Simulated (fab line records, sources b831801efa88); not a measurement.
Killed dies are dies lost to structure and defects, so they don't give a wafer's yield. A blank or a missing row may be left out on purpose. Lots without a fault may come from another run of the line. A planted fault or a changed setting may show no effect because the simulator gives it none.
Which tool did it? | flow gf180mcu | 24 lots, 72 wafers sampled, at 6 steps of a route of 602

WHAT THE GAUGES READ, wafer by wafer
GF_HV_LDD_TW_MEAS_38. Usual: HV_LDD_3_TW 1432, standard deviation 11.
lot  | measured     | on            | HV_LDD_3_TW    | flag
L074 | day 11 14:59 | film_metro-02 | 1430 1427 1430 |
L075 | day 11 22:26 | film_metro-04 | 1452 1449 1434 |
L076 | day 12 13:41 | film_metro-01 | 1424 1428 1421 |
L077 | day 12 16:17 | film_metro-02 | 1437 1436 1427 |
L078 | day 13 01:32 | film_metro-02 | 1427 1431 1437 |
L079 | day 13 08:56 | film_metro-02 | 1436 1429 1434 |
L080 | day 13 16:53 | film_metro-02 | 1432 1428 1428 |
L081 | day 14 00:02 | film_metro-02 | 1436 1438 1435 |
L082 | day 14 02:57 | film_metro-04 | 1452 1446 1455 |
L083 | day 14 16:31 | film_metro-01 | 1425 1423 1426 |
L084 | day 15 02:31 | film_metro-02 | 1435 1438 1433 |
L085 | day 15 02:44 | film_metro-01 | 1431 1425 1428 |
L086 | day 15 14:13 | film_metro-01 | 1436 1428 1431 |
L087 | day 15 21:29 | film_metro-02 | 1435 1429 1434 |
L088 | day 16 05:52 | film_metro-01 | 1420 1424 1415 |
L089 | day 16 16:17 | film_metro-04 | 1456 1459 1460 |
L090 | day 16 17:25 | film_metro-04 | 1453 1451 1450 |
L091 | day 17 07:02 | film_metro-02 | 1421 1428 1428 |
L092 | day 17 19:52 | film_metro-01 | 1423 1429 1420 |
L093 | day 18 06:35 | film_metro-02 | 1426 1419 1422 |
L094 | day 18 10:04 | film_metro-01 | 1425 1424 1420 |
L095 | day 18 14:52 | film_metro-02 | 1425 1416 1416 |
L096 | day 19 05:20 | film_metro-02 | 1420 1422 1423 |
L097 | day 19 15:56 | film_metro-01 | 1427 1435 1430 |

GF_M1_RS_MEAS_05: measures by four-point-probe. Usual: M1_ALCU_RS 0.0697 ohm/sq, standard deviation 0.00085.
lot  | measured     | on            | M1_ALCU_RS (ohm/sq)  | flag
L074 | day 16 02:44 | film_metro-02 | 0.0687 0.0694 0.0694 |
L075 | day 16 13:04 | film_metro-03 | 0.0678 0.0686 0.0677 |
L076 | day 17 08:49 | film_metro-04 | 0.0706 0.0697 0.0713 |
L077 | day 17 11:26 | film_metro-03 | 0.0694 0.0695 0.0692 |
L078 | day 17 20:00 | film_metro-03 | 0.0698 0.0704 0.0702 |
L079 | day 18 06:25 | film_metro-02 | 0.0711 0.0708 0.0695 |
L080 | day 18 14:57 | film_metro-03 | 0.0705 0.0683 0.0697 |
L081 | day 18 22:53 | film_metro-04 | 0.0689 0.0695 0.0685 |
L082 | day 19 03:13 | film_metro-03 | 0.0694 0.0689 0.0685 |
L083 | day 19 19:31 | film_metro-02 | 0.0690 0.0696 0.0696 |
L084 | day 20 07:14 | film_metro-04 | 0.0705 0.0699 0.0700 |
L085 | day 20 05:37 | film_metro-02 | 0.0690 0.0697 0.0684 |
L086 | day 20 20:14 | film_metro-04 | 0.0689 0.0687 0.0687 |
L087 | day 21 03:09 | film_metro-03 | 0.0690 0.0700 0.0702 |
L088 | day 21 12:18 | film_metro-03 | 0.0698 0.0686 0.0708 |
L089 | day 21 21:52 | film_metro-04 | 0.0710 0.0695 0.0708 |
L090 | day 21 22:20 | film_metro-04 | 0.0696 0.0697 0.0699 |
L091 | day 22 15:04 | film_metro-02 | 0.0689 0.0696 0.0688 |
L092 | day 23 03:13 | film_metro-04 | 0.0698 0.0714 0.0698 |
L093 | day 23 14:41 | film_metro-04 | 0.0704 0.0696 0.0703 |
L094 | day 23 16:26 | film_metro-02 | 0.0702 0.0695 0.0700 |
L095 | day 23 20:01 | film_metro-02 | 0.0705 0.0707 0.0709 |
L096 | day 24 09:47 | film_metro-03 | 0.0691 0.0701 0.0705 |
L097 | day 24 19:56 | film_metro-02 | 0.0704 0.0703 0.0705 |

GF_M2_CD_MEAS_14: target cd 280 nm. Usual: cd_nm 279.9 nm, standard deviation 1.2.
lot  | measured     | on        | cd_nm (nm)        | flag
L074 | day 19 04:28 | cd_sem-01 | 280.9 282.1 280.6 |
L075 | day 19 15:54 | cd_sem-01 | 279.0 277.8 278.2 |
L076 | day 20 12:30 | cd_sem-01 | 279.0 278.9 280.6 |
L077 | day 20 15:31 | cd_sem-01 | 278.9 278.0 278.3 |
L078 | day 21 00:20 | cd_sem-02 | 277.9 278.9 278.8 |
L079 | day 21 10:58 | cd_sem-02 | 278.9 278.5 276.6 |
L080 | day 21 18:22 | cd_sem-02 | 279.5 279.5 279.5 |
L081 | day 22 02:18 | cd_sem-02 | 280.9 281.2 281.7 |
L082 | day 22 06:00 | cd_sem-02 | 279.5 280.7 278.9 |
L083 | day 22 21:20 | cd_sem-01 | 282.7 281.4 282.6 |
L084 | day 23 08:49 | cd_sem-01 | 280.3 280.2 280.8 |
L085 | day 23 07:11 | cd_sem-02 | 281.8 280.8 281.4 |
L086 | day 23 20:45 | cd_sem-01 | 279.4 281.0 280.3 |
L087 | day 24 04:31 | cd_sem-02 | 279.3 279.9 280.2 |
L088 | day 24 12:05 | cd_sem-02 | 278.8 279.8 278.7 |
L089 | day 24 20:43 | cd_sem-01 | 280.9 279.2 281.0 |
L090 | day 24 22:10 | cd_sem-02 | 278.5 277.7 278.0 |
L091 | day 25 13:02 | cd_sem-02 | 280.4 281.4 280.9 |
L092 | day 26 00:03 | cd_sem-02 | 281.0 281.6 280.9 |
L093 | day 26 11:10 | cd_sem-01 | 278.1 279.1 278.3 |
L094 | day 26 13:04 | cd_sem-01 | 281.2 279.8 281.4 |
L095 | day 26 15:07 | cd_sem-02 | 280.4 280.4 280.3 |
L096 | day 27 04:58 | cd_sem-02 | 279.8 280.4 280.6 |
L097 | day 27 13:50 | cd_sem-01 | 280.0 278.2 279.8 |

GF_M3_RS_MEAS_05: measures by four-point-probe. Usual: M3_ALCU_RS 0.0696 ohm/sq, standard deviation 0.00086.
lot  | measured     | on            | M3_ALCU_RS (ohm/sq)  | flag
L074 | day 20 08:26 | film_metro-04 | 0.0703 0.0703 0.0702 |
L075 | day 20 19:27 | film_metro-02 | 0.0700 0.0686 0.0704 |
L076 | day 21 15:39 | film_metro-04 | 0.0684 0.0696 0.0689 |
L077 | day 21 17:56 | film_metro-03 | 0.0716 0.0696 0.0690 |
L078 | day 22 04:11 | film_metro-03 | 0.0701 0.0698 0.0711 |
L079 | day 22 13:53 | film_metro-03 | 0.0693 0.0686 0.0690 |
L080 | day 22 20:43 | film_metro-02 | 0.0706 0.0692 0.0693 |
L081 | day 23 04:20 | film_metro-04 | 0.0691 0.0689 0.0689 |
L082 | day 23 08:15 | film_metro-03 | 0.0697 0.0696 0.0711 |
L083 | day 23 23:07 | film_metro-04 | 0.0685 0.0702 0.0704 |
L084 | day 24 10:35 | film_metro-02 | 0.0701 0.0692 0.0690 |
L085 | day 24 08:38 | film_metro-03 | 0.0695 0.0696 0.0696 |
L086 | day 24 21:57 | film_metro-04 | 0.0686 0.0686 0.0682 |
L087 | day 25 05:19 | film_metro-03 | 0.0697 0.0704 0.0701 |
L088 | day 25 13:11 | film_metro-02 | 0.0676 0.0681 0.0676 |
L089 | day 25 21:31 | film_metro-02 | 0.0697 0.0695 0.0690 |
L090 | day 25 22:47 | film_metro-04 | 0.0672 0.0686 0.0688 |
L091 | day 26 14:07 | film_metro-02 | 0.0700 0.0696 0.0697 |
L092 | day 27 00:49 | film_metro-04 | 0.0700 0.0706 0.0699 |
L093 | day 27 11:21 | film_metro-03 | 0.0704 0.0701 0.0709 |
L094 | day 27 13:50 | film_metro-03 | 0.0702 0.0696 0.0700 |
L095 | day 27 15:10 | film_metro-04 | 0.0699 0.0706 0.0710 |
L096 | day 28 04:59 | film_metro-02 | 0.0705 0.0703 0.0705 |
L097 | day 28 13:12 | film_metro-03 | 0.0690 0.0685 0.0696 |

GF_V3_RS_MEAS_24: measures by four-point-probe. Usual: V3_W_RS 0.328 ohm/sq, standard deviation 0.0035.
lot  | measured     | on            | V3_W_RS (ohm/sq)  | flag
L074 | day 22 10:33 | film_metro-02 | 0.327 0.322 0.326 |
L075 | day 22 20:26 | film_metro-03 | 0.319 0.321 0.326 |
L076 | day 23 16:08 | film_metro-03 | 0.330 0.332 0.328 |
L077 | day 23 19:23 | film_metro-03 | 0.325 0.329 0.322 |
L078 | day 24 05:58 | film_metro-03 | 0.334 0.326 0.331 |
L079 | day 24 13:34 | film_metro-01 | 0.323 0.324 0.324 |
L080 | day 24 19:26 | film_metro-01 | 0.327 0.328 0.330 |
L081 | day 25 03:17 | film_metro-03 | 0.328 0.330 0.326 |
L082 | day 25 06:05 | film_metro-02 | 0.325 0.324 0.332 |
L083 | day 25 21:28 | film_metro-01 | 0.331 0.327 0.330 |
L084 | day 26 07:59 | film_metro-02 | 0.328 0.326 0.324 |
L085 | day 26 05:35 | film_metro-03 | 0.328 0.325 0.325 |
L086 | day 26 19:13 | film_metro-01 | 0.327 0.329 0.327 |
L087 | day 27 01:50 | film_metro-03 | 0.329 0.322 0.324 |
L088 | day 27 08:52 | film_metro-01 | 0.329 0.330 0.332 |
L089 | day 27 18:35 | film_metro-02 | 0.323 0.330 0.324 |
L090 | day 27 17:53 | film_metro-03 | 0.332 0.335 0.333 |
L091 | day 28 09:35 | film_metro-01 | 0.327 0.331 0.325 |
L092 | day 28 19:14 | film_metro-02 | 0.327 0.328 0.326 |
L093 | day 29 05:07 | film_metro-02 | 0.326 0.319 0.329 |
L094 | day 29 08:00 | film_metro-03 | 0.328 0.328 0.325 |
L095 | day 29 09:28 | film_metro-03 | 0.332 0.328 0.333 |
L096 | day 29 23:02 | film_metro-02 | 0.331 0.331 0.327 |
L097 | day 30 06:14 | film_metro-03 | 0.329 0.327 0.329 |

WHICH TOOL RAN EACH LOT (tool, then ch and the chambers of the sampled wafers, then the start)
lot  | GF_V3_STRIP_18
L074 | plasma_asher-04 ch 0,1, day 22 09:47
L075 | plasma_asher-03 ch 0,1, day 22 19:41
L076 | plasma_asher-03 ch 1, day 23 15:23
L077 | plasma_asher-03 ch 0,1, day 23 18:34
L078 | plasma_asher-03 ch 0,1, day 24 05:09
L079 | plasma_asher-04 ch 0,1, day 24 12:48
L080 | plasma_asher-04 ch 0,1, day 24 18:40
L081 | plasma_asher-02 ch 0,1, day 25 02:33
L082 | plasma_asher-02 ch 0,1, day 25 05:20
L083 | plasma_asher-03 ch 0,1, day 25 20:43
L084 | plasma_asher-02 ch 0,1, day 26 07:11
L085 | plasma_asher-02 ch 0,1, day 26 04:49
L086 | plasma_asher-04 ch 0,1, day 26 18:26
L087 | plasma_asher-04 ch 0,1, day 27 01:05
L088 | plasma_asher-02 ch 0,1, day 27 08:06
L089 | plasma_asher-04 ch 0,1, day 27 17:46
L090 | plasma_asher-04 ch 0,1, day 27 17:09
L091 | plasma_asher-02 ch 0,1, day 28 08:48
L092 | plasma_asher-04 ch 0,1, day 28 18:29
L093 | plasma_asher-04 ch 1, day 29 04:22
L094 | plasma_asher-03 ch 0,1, day 29 07:09
L095 | plasma_asher-02 ch 0,1, day 29 08:42
L096 | plasma_asher-03 ch 0,1, day 29 22:15
L097 | plasma_asher-02 ch 0,1, day 30 05:27
- GF_V3_STRIP_18: strips in O2/N2.

WHAT THE TOOLS THEMSELVES READ (means of the sampled wafers that have a number; where no wafer has one, the mark that the record gives instead)
GF_V3_STRIP_18. Usual: drypump_motor_current_A 5.5 A, standard deviation 0.4; heater_power_w 338 W, standard deviation 60; oes_product_au 0.593 a.u., standard deviation 0.0046.
lot  | tool            | drypump_motor_current_A (A) | heater_power_w (W) | oes_product_au (a.u.) | flag
L074 | plasma_asher-04 | 5.5                         | 358                | 0.595                 |
L075 | plasma_asher-03 | 5.9                         | 322                | 0.598                 |
L076 | plasma_asher-03 | 6.3                         | 327                | 0.595                 |
L077 | plasma_asher-03 | 5.9                         | 319                | 0.591                 |
L078 | plasma_asher-03 | 6.1                         | 326                | 0.594                 |
L079 | plasma_asher-04 | 5.5                         | 358                | 0.591                 |
L080 | plasma_asher-04 | 5.5                         | 361                | 0.594                 |
L081 | plasma_asher-02 | 5.3                         | 297                | 0.594                 |
L082 | plasma_asher-02 | 5.3                         | 298                | 0.588                 |
L083 | plasma_asher-03 | 5.9                         | 318                | 0.589                 |
L084 | plasma_asher-02 | 5.3                         | 296                | 0.593                 |
L085 | plasma_asher-02 | 5.3                         | 306                | 0.595                 |
L086 | plasma_asher-04 | 5.5                         | 362                | 0.594                 |
L087 | plasma_asher-04 | 5.3                         | 404                | 0.592                 |
L088 | plasma_asher-02 | 5.3                         | 309                | 0.597                 |
L089 | plasma_asher-04 | 5.3                         | 412                | 0.596                 |
L090 | plasma_asher-04 | 5.5                         | 361                | 0.594                 |
L091 | plasma_asher-02 | 5.3                         | 306                | 0.591                 |
L092 | plasma_asher-04 | 5.4                         | 365                | 0.593                 |
L093 | plasma_asher-04 | 5.1                         | 459                | 0.585                 |
L094 | plasma_asher-03 | 5.9                         | 317                | 0.593                 |
L095 | plasma_asher-02 | 5.3                         | 294                | 0.599                 |
L096 | plasma_asher-03 | 5.9                         | 316                | 0.590                 |
L097 | plasma_asher-02 | 5.3                         | 297                | 0.594                 |

THE ANSWER, worked out from the rows above alone
Rule: a lot is off if the mean of its wafers that have a number lies more than 3 standard deviations from the usual mean. A lot without any number at a reading at which 4 lots or more have one is off too. The other lots that the step has rows for count as sound. The gauges are gone through in route order, then the tools' own readings, and for those a lot's mean is taken as printed above. The first step at which some lot is off is used, and at that step the reading that is off furthest; a lot without a number counts as furthest.
No lot is off at any reading shown: from this, nothing can be told.

WHAT THE SIMULATOR HAD PUT IN
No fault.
